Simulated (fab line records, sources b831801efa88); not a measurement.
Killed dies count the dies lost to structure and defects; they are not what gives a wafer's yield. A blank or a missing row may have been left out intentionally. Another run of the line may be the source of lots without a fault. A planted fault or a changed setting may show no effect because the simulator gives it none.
The same fault as seen by 2 desks :: flow gf180mcu :: each desk holds nothing but its own numbers, with what lay behind them at the end

TOOL OWNER'S DESK, furnace-01
The tool's own readings at GF_POLY_GATE_OXIDATION_16 (stabilise 600 s, purge 300 s, target thk 4 nm): means of the sampled wafers that have a number, for each lot that ran on this tool. The brackets show how far a lot's mean lies from the usual mean; more than 4 standard deviations puts the lot out of limits, marked OUT.
Columns: A = spike_tc_centre_C at GF_POLY_GATE_OXIDATION_16, usual 851.4 C; B = spike_tc_top_C at GF_POLY_GATE_OXIDATION_16, usual 864.8 C; C = spike_tc_upper_C at GF_POLY_GATE_OXIDATION_16, usual 850.4 C; D = tube_center_temp_C at GF_POLY_GATE_OXIDATION_16, usual 849.99 C; E = tube_center_temp_C_max at GF_POLY_GATE_OXIDATION_16, usual 852.2
lot: L132
first seen here: day 9 08:33
A: 851.3
B: 864.3
C: 851.0
D: 850.01
E: 852.2

lot: L134
first seen here: day 10 03:45
A: 850.7
B: 863.8
C: 850.9
D: 850.03
E: 852.2

lot: L137
first seen here: day 10 22:05
A: 851.5
B: 863.6
C: 850.3
D: 850.03
E: 851.9

lot: L138
first seen here: day 11 00:46
A: 851.3
B: 863.0
C: 850.3
D: 850.00
E: 852.1

lot: L140
first seen here: day 11 18:14
A: 850.4
B: 863.4
C: 850.6
D: 850.00
E: 852.0

lot: L141
first seen here: day 12 01:16
A: 850.9
B: 864.0
C: 850.1
D: 849.98
E: 851.9

lot: L147
first seen here: day 14 04:23
A: 847.7
B: 860.6
C: 847.0
D: 846.72 (-39) OUT
E: 848.8 (-8.9) OUT

lot: L148
first seen here: day 14 11:21
A: 846.1 (-5.5) OUT
B: 860.6
C: 847.3
D: 846.60 (-40) OUT
E: 848.8 (-8.9) OUT
This desk's finding: out of limits on L147, L148; first on L147, day 14 04:23 (tube_center_temp_C at GF_POLY_GATE_OXIDATION_16). L132, L134, L137, L138, L140, L141: within limits.

METROLOGY DESK
Means of the sampled wafers that have a number, per lot and without regard to the tool the lot ran on: this is what the gauges read. The brackets show how far a lot's mean lies from the usual mean; more than 4 standard deviations puts the lot out of limits, marked OUT.
Columns: A = VT_IMPLANT_01_OVL at GF_VT_IMPLANT_OVL_MEAS_18, usual 0.0 nm; B = MVSD_RS at GF_VT_IMPLANT_RS_MEAS_46, usual 456.1 ohm/sq
lot: L131
first seen here: day 6 05:52
A: -0.5
B: 455.8

lot: L132
first seen here: day 6 10:11
A: 0.2
B: 457.4

lot: L134
first seen here: day 7 02:17
A: -2.5
B: 457.6

lot: L137
first seen here: day 7 16:45
A: -1.1
B: 456.6

lot: L138
first seen here: day 7 20:07
A: 1.5
B: 455.1

lot: L139
first seen here: day 8 10:33
A: -2.0
B: 458.6

lot: L140
first seen here: day 8 10:40
A: -0.9
B: 456.1

lot: L141
first seen here: day 8 18:25
A: -1.5
B: 457.2

lot: L142
first seen here: day 8 23:44
A: 0.2
B: 456.8

lot: L147
first seen here: day 10 16:11
A: 1.3
B: 455.9

lot: L148
first seen here: day 10 20:34
A: 1.2
B: 456.8

lot: L149
first seen here: day 11 05:37
A: 0.9
B: 454.8

lot: L154
first seen here: day 12 08:58
A: -0.6
B: 457.1
This desk's verdict: no lot among the 13 shows anything out of limits.

ALL TOGETHER
The tool owner's desk could have raised an alarm at day 14 04:23, on L147, L148.
The metrology desk saw nothing out of limits.
The metrology desk holds a record of L147, L148, inside its limits.
The lots listed all ran GF_POLY_GATE_OXIDATION_16 on furnace-01.

WHAT THE SIMULATOR HAD PUT IN
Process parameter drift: furnace-01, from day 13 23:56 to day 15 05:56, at GF_POLY_GATE_OXIDATION_16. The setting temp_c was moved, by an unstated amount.
Lots struck among those shown: L147, L148.
Hours from the fault's start to each desk's first reading out of limits: the tool owner's desk, 4.
